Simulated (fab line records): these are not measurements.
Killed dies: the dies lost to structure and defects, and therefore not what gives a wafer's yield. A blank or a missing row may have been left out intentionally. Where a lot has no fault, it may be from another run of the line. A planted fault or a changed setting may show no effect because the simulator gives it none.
Which tool did it? -- flow sky130 -- Sampling: 11 lots, 33 wafers, 5 of 708 route steps

## WHAT EACH GAUGE READ, for each wafer
The record holds no reading of a measuring or inspecting step that can be judged against a usual standard deviation.

## WHAT TOOL EACH LOT RAN ON (gives the tool, then ch and the chambers of the sampled wafers, and finally the start)
lot,SKY_METAL1_SPUTTER_01,SKY_METAL1_ETCH_18,SKY_VIA1_HMDS_05,SKY_METAL2_STRIP_20,SKY_PAD_OPEN_PROBE_99
L217,"pvd-sputter-03, day 31 11:40","rie-metal-02 ch 0, day 32 15:25","litho-track-02 ch 0, day 33 06:29","plasma-asher-04 ch 0,1, day 35 00:07",-
L220,"pvd-sputter-03, day 33 01:19","rie-metal-03 ch 1, day 34 03:43","litho-track-02 ch 0, day 34 16:52","plasma-asher-04 ch 0,1, day 36 11:24",-
L223,"pvd-sputter-04, day 33 19:40","rie-metal-02 ch 0,1, day 34 21:50","litho-track-02 ch 0, day 35 11:40","plasma-asher-02 ch 0,1, day 37 04:39",-
L226,"pvd-sputter-04, day 35 00:04","rie-metal-02 ch 0, day 36 02:44","litho-track-02 ch 0, day 36 17:22","plasma-asher-02 ch 0,1, day 38 09:57","prober-02, day 48 08:08"
L228,"pvd-sputter-04, day 35 08:13","rie-metal-04 ch 0,1, day 36 09:53","litho-track-02 ch 0, day 36 23:01","plasma-asher-02 ch 0,1, day 38 16:11",-
L231,"pvd-sputter-03, day 36 12:59","rie-metal-04 ch 0,1, day 37 14:46","litho-track-02 ch 0, day 38 03:32","plasma-asher-02 ch 0,1, day 39 19:33",-
L232,"pvd-sputter-01, day 37 02:22","rie-metal-02 ch 0,1, day 38 04:23","litho-track-02 ch 0, day 38 18:05","plasma-asher-02 ch 0,1, day 40 09:20",-
L234,"pvd-sputter-03, day 37 05:29","rie-metal-03 ch 0,1, day 38 07:14","litho-track-04 ch 0, day 38 20:55","plasma-asher-01 ch 0,1, day 40 11:46",-
L238,"pvd-sputter-04, day 38 00:52","rie-metal-02 ch 0,1, day 39 02:43","litho-track-01 ch 0, day 39 15:48","plasma-asher-04 ch 0,1, day 41 06:54",-
L239,"pvd-sputter-03, day 38 06:02","rie-metal-03 ch 0,1, day 39 07:44","litho-track-01 ch 0, day 39 21:08","plasma-asher-04 ch 0,1, day 41 11:00","prober-01, day 50 13:38"
L240,"pvd-sputter-01, day 38 23:25","rie-metal-03 ch 0,1, day 40 00:19","litho-track-04 ch 0, day 40 13:29","plasma-asher-02 ch 0,1, day 42 03:46",-
- SKY_METAL1_SPUTTER_01: material TiN, target thk 20 nm, time 16.7 s.
- SKY_METAL1_ETCH_18: etches BARC in N2/H2, stops on SiO2, time 45.9 s, target depth 60 nm.
- SKY_VIA1_HMDS_05: prime time 60 s.
- SKY_METAL2_STRIP_20: strips in O2/N2.
- SKY_PAD_OPEN_PROBE_99

## AS READ BY THE TOOLS THEMSELVES (means over the sampled wafers that have a number; for cases with no such wafer, the mark the record gives instead)
SKY_METAL1_SPUTTER_01.
lot,tool,throttle-valve-pct (%)
L217,pvd-sputter-03,30.8
L220,pvd-sputter-03,29.8
L223,pvd-sputter-04,29.1
L226,pvd-sputter-04,29.1
L228,pvd-sputter-04,30.1
L231,pvd-sputter-03,30.2
L232,pvd-sputter-01,30.8
L234,pvd-sputter-03,31.0
L238,pvd-sputter-04,30.2
L239,pvd-sputter-03,31.6
L240,pvd-sputter-01,30.2

SKY_METAL1_ETCH_18.
lot,tool,drypump-motor-current-A (A),oes-product-au (a.u.),throttle-valve-pct (%)
L217,rie-metal-02,6.5,0.853,13.231
L220,rie-metal-03,6.2,0.855,13.223
L223,rie-metal-02,5.9,0.853,13.227
L226,rie-metal-02,6.5,0.849,13.231
L228,rie-metal-04,5.5,0.855,13.218
L231,rie-metal-04,5.7,0.851,13.224
L232,rie-metal-02,6.2,0.849,13.225
L234,rie-metal-03,5.5,0.855,13.227
L238,rie-metal-02,5.9,0.848,13.223
L239,rie-metal-03,5.5,0.857,13.225
L240,rie-metal-03,5.9,0.853,13.222

SKY_VIA1_HMDS_05.
lot,tool,prime-temp-c (C),resist-line-temp-C (C)
L217,litho-track-02,119.85,23.11
L220,litho-track-02,120.04,23.01
L223,litho-track-02,120.06,22.96
L226,litho-track-02,120.02,23.06
L228,litho-track-02,120.02,22.90
L231,litho-track-02,122.76,22.98
L232,litho-track-02,122.81,23.03
L234,litho-track-04,119.97,22.93
L238,litho-track-01,119.95,22.90
L239,litho-track-01,119.97,23.18
L240,litho-track-04,120.03,22.95

SKY_METAL2_STRIP_20.
lot,tool,drypump-motor-current-A (A),oes-product-au (a.u.),strip-time-to-endpoint-s (s)
L217,plasma-asher-04,5.87,0.340,2.68
L220,plasma-asher-04,5.87,0.341,2.64
L223,plasma-asher-02,5.58,0.341,2.68
L226,plasma-asher-02,5.40,0.343,2.69
L228,plasma-asher-02,5.44,0.342,2.69
L231,plasma-asher-02,5.40,0.339,2.71
L232,plasma-asher-02,5.58,0.339,2.69
L234,plasma-asher-01,5.50,0.344,2.65
L238,plasma-asher-04,5.86,0.344,2.68
L239,plasma-asher-04,5.76,0.344,2.68
L240,plasma-asher-02,5.61,0.343,2.68

SKY_PAD_OPEN_PROBE_99.
lot,tool,defect-limited-yield (%),killed_at_M0_to_M3,killed_at_M4_up,killed-at-contacts,killed-at-front-end,killed-at-other,killed-dies,killed-open,killed-short,sort_bin_3_pad_short (%),sort_bin_5_function (%),sort_bin_6_memory (%),sort_bin_8_speed (%),sort-n-pass,sort-yield-pct (%)
L226,prober-02,81.3,39,5.3,31,16,0.7,92,53,39,1.3,11.7,5.8,0.00,400,81.3
L239,prober-01,83.0,45,2.0,23,14,0.0,84,51,32,0.7,9.7,6.6,0.00,408,83.0

## THE ANSWER, worked out from the rows above alone
Rule: what is usual is taken from the lots themselves. The widest of any qualifying gaps counts: lots, ordered by their means at a reading, are off when they make up no more than a third of the lots, leave a main group of 4 or more, and stand apart from it by 3 or more times the standard deviation of that group's means. The tables above print the reading to a certain number of digits; a main group whose means all agree to those digits is not used. A lot without any number at a reading at which 4 lots or more have one is off too. Where the step has rows for the other lots, those lots are counted as sound. The gauges are gone through in route order, then the tools' own readings, and for those a lot's mean is taken as printed above. The first step at which some lot is off is used, and at that step the reading that is off furthest; a lot without a number counts as furthest.
Off: L231, L232, at SKY_VIA1_HMDS_05 (prime-temp-c). Main group: mean 119.99 C, sd 0.06.
If a tool, at that step or one of the process steps before it, ran each lot that is off and ran no sound lot following the first of them, it fits. One candidate fits, namely litho-track-02 at SKY_VIA1_HMDS_05. A fault onset in the window from L228 (day 36 23:01, its last sound lot) to L231 (day 38 03:32, its first lot off) fits.
On the lots that are off, the tool's own readings at SKY_VIA1_HMDS_05 differ by more than 5 times the standard deviation of the sound lots' means, which bears it out; prime-temp-c reads 122.78 C there versus 119.99 C on the sound lots.

## WHAT THE SIMULATOR HAD PUT IN
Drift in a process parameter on litho-track-02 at SKY_VIA1_HMDS_05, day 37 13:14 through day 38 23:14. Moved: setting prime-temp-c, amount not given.
Lots struck among those shown: L231, L232. The rule above reached the same finding.
